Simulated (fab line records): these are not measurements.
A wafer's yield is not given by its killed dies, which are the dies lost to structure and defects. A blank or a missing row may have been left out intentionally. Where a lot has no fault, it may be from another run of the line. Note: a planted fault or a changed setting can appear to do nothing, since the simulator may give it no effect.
Code-filled problem report in 8D (eight disciplines) form    flow gf180mcu    the parts of the form that need people (team, actions taken, sign-off) are left out

== 1. PROBLEM STATEMENT ==
Wafers without a fault read 0.505 a.u., standard deviation 0.0047; oes product au at GF_POLY_GATE_STRIP_14 reads a mean of 0.477 a.u. on 2 wafers belonging to 2 lots. Relative to the usual mean, that is a shift of -5.9 standard deviations.
The step: strips in O2/N2.
Earliest sighting: wafer L410.1 on plasma asher-01 at day 12 22:22. Wafers with a number at this step in the record: 39, from 13 lots. Rule for "out" (also "out of limits"): further than 4 standard deviations from the usual mean. All remaining wafers that have a number are taken as sound.

== 2. WHAT IT IS, WHAT IT ISN'T ==
question                     is                                is not
which readings at this step  oes product au                    drypump motor current A, heater power w
which lots                   L410, L411                        L397, L401, L402, L403, L404, L405, L406, L407, L408, L409, L419
which wafers of those lots   L410.1, L411.1                    L410.2, L410.5, L411.4, L411.6
read on which tools          plasma asher-01, plasma asher-03  plasma asher-04
when                         from day 12 22:22                 up to then (32 sound wafers); but 5 sound wafers of L411, L419 came after

== 3. SUSPECTS, AND WHAT RULES EACH OUT ==
Counting: a tool at a process step up to the reading stays a suspect if it ran every lot that is out. Sound lots after the first of them don't rule it out here, since some wafers of a struck lot are sound.
- rtp anneal-02 at GF_VT_IMPLANT_RTA_45 (time 30 s): kept. It ran every lot that is out, first L410 (day 11 01:35); its last sound lot up to then is L409 (day 10 18:04).
- rie si-02 at GF_POLY_GATE_ETCH_13 (etches poly-Si in HBr/Cl2, stops on SiO2, target depth 198.5 nm, time 69.6 s): kept. It ran every lot that is out, first L410 (day 12 22:19); its last sound lot up to then is L408 (day 12 12:35).
Left after counting: rtp anneal-02 at GF_VT_IMPLANT_RTA_45, rie si-02 at GF_POLY_GATE_ETCH_13.

== 4. THE CAUSE (what the simulator had put in) ==
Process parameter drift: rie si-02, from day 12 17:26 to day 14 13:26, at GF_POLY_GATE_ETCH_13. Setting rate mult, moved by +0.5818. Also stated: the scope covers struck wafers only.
Counting left 2 suspects, and this tool is among them.

== 5. SEQUENCE OF EFFECTS, ordered by route ==
Rows list readings where the struck wafers' mean (over those with a number) sits beyond 3 standard deviations from the usual. Scope: only readings with a usual standard deviation given in the record; hours: median across lots of the time from each lot's start at the first step in this table that gives one to its start at this step; sigmas: change in usual standard deviations.
hours  step                   reading         usual       on struck wafers  change  sigmas
0      GF_POLY_GATE_STRIP_14  oes product au  0.505 a.u.  0.477             -0.028  -5.9
The process steps in it:
- GF_POLY_GATE_STRIP_14: strips in O2/N2.
At these later measuring or inspecting steps, every struck wafer for which the step has a row has a number for every such reading, and none has moved that far: GF_HV_LDD_CD_MEAS_19.

== 6. WHAT WOULD HAVE CAUGHT IT SOONER ==
5 hours passed between the start of the fault at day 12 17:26 and the first reading out of limits in this record, taken at day 12 22:22.
An alarm limit of 4 standard deviations would not have fired on the tool readings at GF_POLY_GATE_ETCH_13 for which the record gives a usual standard deviation, since none of them was out on any struck wafer.
Of the lots that are out (2), L411 began GF_POLY_GATE_ETCH_13 on rie si-02 after day 12 22:22. It would have been spared by a hold on the tool at that moment.
